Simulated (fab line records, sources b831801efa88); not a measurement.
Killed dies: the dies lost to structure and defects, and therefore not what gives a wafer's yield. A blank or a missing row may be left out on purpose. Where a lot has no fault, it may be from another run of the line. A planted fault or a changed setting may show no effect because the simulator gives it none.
Which tool did it? :: flow gf180mcu :: Sampling: 14 lots, 42 wafers, 3 of 602 route steps

## WHAT EACH GAUGE READ, for each wafer
GF_CONTACT_BOW_MEAS_05. Usual: CONTACT_BOW 63 um, standard deviation 7.3.
lot: L986
measured: day 15 02:23
on: film_metro-04
CONTACT_BOW (um): 70 68 61
flag: 

lot: L988
measured: day 15 21:02
on: film_metro-01
CONTACT_BOW (um): 55 71 63
flag: 

lot: L990
measured: day 16 17:13
on: film_metro-01
CONTACT_BOW (um): 57 68 61
flag: 

lot: L992
measured: day 17 02:46
on: film_metro-03
CONTACT_BOW (um): 66 58 89
flag: 

lot: L993
measured: day 17 21:50
on: film_metro-01
CONTACT_BOW (um): 70 46 68
flag: 

lot: L994
measured: day 18 04:26
on: film_metro-03
CONTACT_BOW (um): 55 58 58
flag: 

lot: L995
measured: day 18 05:37
on: film_metro-03
CONTACT_BOW (um): 64 69 77
flag: 

lot: L997
measured: day 19 03:47
on: film_metro-04
CONTACT_BOW (um): 53 62 63
flag: 

lot: L998
measured: day 19 23:16
on: film_metro-04
CONTACT_BOW (um): 64 53 58
flag: 

lot: L100
measured: day 20 04:44
on: film_metro-04
CONTACT_BOW (um): 67 62 55
flag: 

lot: L103
measured: day 21 04:36
on: film_metro-03
CONTACT_BOW (um): 69 58 64
flag: 

lot: L107
measured: day 22 11:47
on: film_metro-04
CONTACT_BOW (um): 68 66 75
flag: 

lot: L108
measured: day 23 04:26
on: film_metro-03
CONTACT_BOW (um): 63 69 62
flag: 

lot: L109
measured: day 23 08:29
on: film_metro-03
CONTACT_BOW (um): 58 61 61
flag: 

GF_CONTACT_OVL_MEAS_15. Usual: CONTACT_OVL 1 nm, standard deviation 5.3.
lot: L986
measured: day 16 00:41
on: overlay-02
CONTACT_OVL (nm): -1 6 -2
flag: 

lot: L988
measured: day 16 19:44
on: overlay-02
CONTACT_OVL (nm): -2 -4 -2
flag: 

lot: L990
measured: day 17 15:57
on: overlay-01
CONTACT_OVL (nm): 8 9 -1
flag: 

lot: L992
measured: day 18 02:12
on: overlay-02
CONTACT_OVL (nm): -5 1 -8
flag: 

lot: L993
measured: day 18 22:00
on: overlay-02
CONTACT_OVL (nm): 10 -2 2
flag: 

lot: L994
measured: day 19 04:25
on: overlay-02
CONTACT_OVL (nm): 6 5 11
flag: 

lot: L995
measured: day 19 06:03
on: overlay-01
CONTACT_OVL (nm): -6 -3 -1
flag: 

lot: L997
measured: day 20 04:12
on: overlay-01
CONTACT_OVL (nm): -8 -8 -11
flag: 

lot: L998
measured: day 20 23:43
on: overlay-02
CONTACT_OVL (nm): -1 10 1
flag: 

lot: L100
measured: day 21 04:16
on: overlay-02
CONTACT_OVL (nm): 7 5 5
flag: 

lot: L103
measured: day 22 04:24
on: overlay-01
CONTACT_OVL (nm): -1 4 1
flag: 

lot: L107
measured: day 23 10:28
on: overlay-02
CONTACT_OVL (nm): -5 -2 0
flag: 

lot: L108
measured: day 24 02:53
on: overlay-01
CONTACT_OVL (nm): 2 -2 3
flag: 

lot: L109
measured: day 24 07:11
on: overlay-01
CONTACT_OVL (nm): 2 2 2
flag: 

## WHICH TOOL RAN EACH LOT (tool, then ch and the chambers of the sampled wafers, then the start)
lot: L986
GF_SALICIDE_RTA_08: rtp_anneal-01 ch 0, day 15 01:46

lot: L988
GF_SALICIDE_RTA_08: rtp_anneal-01 ch 0, day 15 20:23

lot: L990
GF_SALICIDE_RTA_08: rtp_anneal-02 ch 0, day 16 16:35

lot: L992
GF_SALICIDE_RTA_08: rtp_anneal-02 ch 0, day 17 02:05

lot: L993
GF_SALICIDE_RTA_08: rtp_anneal-02 ch 0, day 17 21:13

lot: L994
GF_SALICIDE_RTA_08: rtp_anneal-02 ch 0, day 18 02:15

lot: L995
GF_SALICIDE_RTA_08: rtp_anneal-02 ch 0, day 18 04:59

lot: L997
GF_SALICIDE_RTA_08: rtp_anneal-01 ch 0, day 19 03:10

lot: L998
GF_SALICIDE_RTA_08: rtp_anneal-01 ch 0, day 19 22:36

lot: L100
GF_SALICIDE_RTA_08: rtp_anneal-01 ch 0, day 20 04:04

lot: L103
GF_SALICIDE_RTA_08: rtp_anneal-02 ch 0, day 21 03:58

lot: L107
GF_SALICIDE_RTA_08: rtp_anneal-01 ch 0, day 22 11:08

lot: L108
GF_SALICIDE_RTA_08: rtp_anneal-01 ch 0, day 23 03:48

lot: L109
GF_SALICIDE_RTA_08: rtp_anneal-01 ch 0, day 23 07:37
- GF_SALICIDE_RTA_08: time 30 s.

## WHAT THE TOOLS THEMSELVES READ (means of the sampled wafers that have a number; where no wafer has one, the mark that the record gives instead)
GF_SALICIDE_RTA_08. Usual: lamp_power_pct 18.6 %, standard deviation 1.2; wafer_temp_C_max 804.8, standard deviation 0.92.
lot: L986
tool: rtp_anneal-01
lamp_power_pct (%): 17.4
wafer_temp_C_max: 804.8
flag: 

lot: L988
tool: rtp_anneal-01
lamp_power_pct (%): 17.4
wafer_temp_C_max: 804.0
flag: 

lot: L990
tool: rtp_anneal-02
lamp_power_pct (%): 19.7
wafer_temp_C_max: 804.2
flag: 

lot: L992
tool: rtp_anneal-02
lamp_power_pct (%): 19.7
wafer_temp_C_max: 804.9
flag: 

lot: L993
tool: rtp_anneal-02
lamp_power_pct (%): 19.7
wafer_temp_C_max: 805.0
flag: 

lot: L994
tool: rtp_anneal-02
lamp_power_pct (%): 19.7
wafer_temp_C_max: 804.0
flag: 

lot: L995
tool: rtp_anneal-02
lamp_power_pct (%): 19.7
wafer_temp_C_max: 804.5
flag: 

lot: L997
tool: rtp_anneal-01
lamp_power_pct (%): 17.4
wafer_temp_C_max: 805.5
flag: 

lot: L998
tool: rtp_anneal-01
lamp_power_pct (%): 17.4
wafer_temp_C_max: 804.4
flag: 

lot: L100
tool: rtp_anneal-01
lamp_power_pct (%): 17.4
wafer_temp_C_max: 804.3
flag: 

lot: L103
tool: rtp_anneal-02
lamp_power_pct (%): 19.7
wafer_temp_C_max: 804.8
flag: 

lot: L107
tool: rtp_anneal-01
lamp_power_pct (%): 17.4
wafer_temp_C_max: 803.9
flag: 

lot: L108
tool: rtp_anneal-01
lamp_power_pct (%): 17.4
wafer_temp_C_max: 804.1
flag: 

lot: L109
tool: rtp_anneal-01
lamp_power_pct (%): 17.4
wafer_temp_C_max: 804.6
flag: 

## THE ANSWER, worked out from the rows above alone
Rule: lot off if the mean of its wafers having a number is beyond 3 standard deviations from the usual mean. A lot without any number at a reading at which 4 lots or more have one is off too. The other lots that the step has rows for count as sound. The gauges are gone through in route order, then the tools' own readings, and for those a lot's mean is taken as printed above. The first step at which some lot is off is used, and at that step the reading that is off furthest; a lot without a number counts as furthest.
Across all readings shown, no lot is off: no conclusion can be drawn from this.

## WHAT WAS PUT IN BY THE SIMULATOR
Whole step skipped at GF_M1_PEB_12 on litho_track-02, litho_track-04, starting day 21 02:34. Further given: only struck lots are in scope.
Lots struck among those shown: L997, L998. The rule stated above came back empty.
